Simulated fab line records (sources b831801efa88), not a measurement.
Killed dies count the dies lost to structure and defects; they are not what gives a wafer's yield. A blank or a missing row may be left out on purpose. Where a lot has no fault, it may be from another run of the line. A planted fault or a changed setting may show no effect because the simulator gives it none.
The tool behind it: which one?	flow sky130	24 lots, 72 wafers sampled, at 2 steps of a route of 708

== WHAT THE GAUGES READ, wafer by wafer ==
SKY_VT_ADJUST_PCH_TW_MEAS_10. Usual: VT_ADJUST_PCH_TW typically reads 142.6, with standard deviation 0.83.
lot	measured	on	VT_ADJUST_PCH_TW	flag
L074	day 10 07:14	filmMetro-01	141.0 141.0 141.9	
L075	day 10 16:57	filmMetro-01	141.9 141.7 142.2	
L076	day 10 23:37	filmMetro-01	142.2 141.7 141.4	
L077	day 11 09:35	filmMetro-03	143.5 142.0 142.8	
L078	day 11 18:08	filmMetro-03	143.2 142.8 142.9	
L079	day 12 01:01	filmMetro-03	142.7 143.3 142.8	
L080	day 12 02:48	filmMetro-04	144.2 142.9 143.2	
L081	day 12 11:21	filmMetro-04	143.5 143.3 142.8	
L082	day 13 07:57	filmMetro-03	141.8 142.9 142.2	
L084	day 13 16:05	filmMetro-03	142.4 142.9 142.7	
L083	day 13 17:43	filmMetro-03	143.4 142.6 143.1	
L085	day 14 04:01	filmMetro-03	142.8 142.5 142.0	
L086	day 14 07:50	filmMetro-03	142.3 141.8 142.3	
L087	day 14 13:16	filmMetro-04	143.4 144.0 143.5	
L088	day 14 20:55	filmMetro-01	141.8 141.9 141.7	
L089	day 14 23:47	filmMetro-04	143.1 143.9 143.1	
L090	day 15 12:14	filmMetro-03	142.6 142.4 142.3	
L091	day 15 16:53	filmMetro-04	143.6 142.5 143.6	
L092	day 16 03:46	filmMetro-04	144.4 143.5 144.4	
L094	day 16 17:22	filmMetro-03	142.0 142.5 143.1	
L095	day 16 22:04	filmMetro-01	141.5 141.8 141.1	
L093	day 17 00:24	filmMetro-03	142.3 142.6 143.1	
L096	day 17 07:52	filmMetro-03	142.2 142.5 141.9	
L097	day 17 16:09	filmMetro-01	142.4 142.0 141.8	

SKY_SONOS_ONO_THK_MEAS_01. Usual: SONOS_ONO_OXIDATION_THK typically reads 2.58 nm, with standard deviation 0.054.
lot	measured	on	SONOS_ONO_OXIDATION_THK (nm)	flag
L074	day 11 07:38	filmMetro-03	2.54 2.54 2.56	
L075	day 11 18:36	filmMetro-02	2.62 2.71 2.63	
L076	day 12 01:36	filmMetro-04	2.61 2.64 2.54	
L077	day 12 11:51	filmMetro-04	2.60 2.56 2.53	
L078	day 12 20:32	filmMetro-03	2.60 2.57 2.61	
L079	day 13 04:53	filmMetro-04	2.54 2.53 2.56	
L080	day 13 06:13	filmMetro-04	2.50 2.59 2.50	
L081	day 13 15:45	filmMetro-02	2.60 2.62 2.61	
L082	day 14 12:57	filmMetro-04	2.56 2.53 2.54	
L084	day 14 20:11	filmMetro-04	2.62 2.67 2.59	
L083	day 14 21:32	filmMetro-02	2.57 2.54 2.57	
L085	day 15 07:43	filmMetro-04	2.67 2.69 2.69	
L086	day 15 13:02	filmMetro-03	2.56 2.52 2.60	
L087	day 15 18:35	filmMetro-04	2.58 2.60 2.60	
L088	day 16 02:40	filmMetro-04	2.54 2.58 2.57	
L089	day 16 05:55	filmMetro-02	2.53 2.54 2.51	
L090	day 16 18:18	filmMetro-02	2.52 2.51 2.51	
L091	day 16 22:41	filmMetro-04	2.61 2.51 2.52	
L092	day 17 11:05	filmMetro-04	2.52 2.66 2.61	
L094	day 18 01:29	filmMetro-04	2.59 2.56 2.56	
L095	day 18 07:15	filmMetro-02	2.62 2.66 2.58	
L093	day 18 08:36	filmMetro-04	2.61 2.61 2.59	
L096	day 18 17:14	filmMetro-03	2.72 2.72 2.67	
L097	day 19 01:35	filmMetro-03	2.60 2.58 2.56	

== WHICH TOOL RAN EACH LOT (tool, then ch and the chambers of the sampled wafers, then the start) ==
The record holds no process step before these readings.

== WHAT THE TOOLS THEMSELVES READ (means of the sampled wafers that have a number; where no wafer has one, the mark that the record gives instead) ==
The record holds no such reading with a usual standard deviation.

== THE ANSWER, worked out from the rows above alone ==
Rule: lot off if the mean of its wafers having a number is beyond 3 standard deviations from the usual mean. A lot without any number at a reading at which 4 lots or more have one is off too. Where the step has rows for the other lots, those lots are counted as sound. The gauges are gone through in route order, then the tools' own readings, and for those a lot's mean is taken as printed above. At the first step where some lot is off, the reading lying furthest off is the one used; lots without a number count as furthest.
No lot is off at any reading shown: from this, nothing can be told.

== WHAT WAS PUT IN BY THE SIMULATOR ==
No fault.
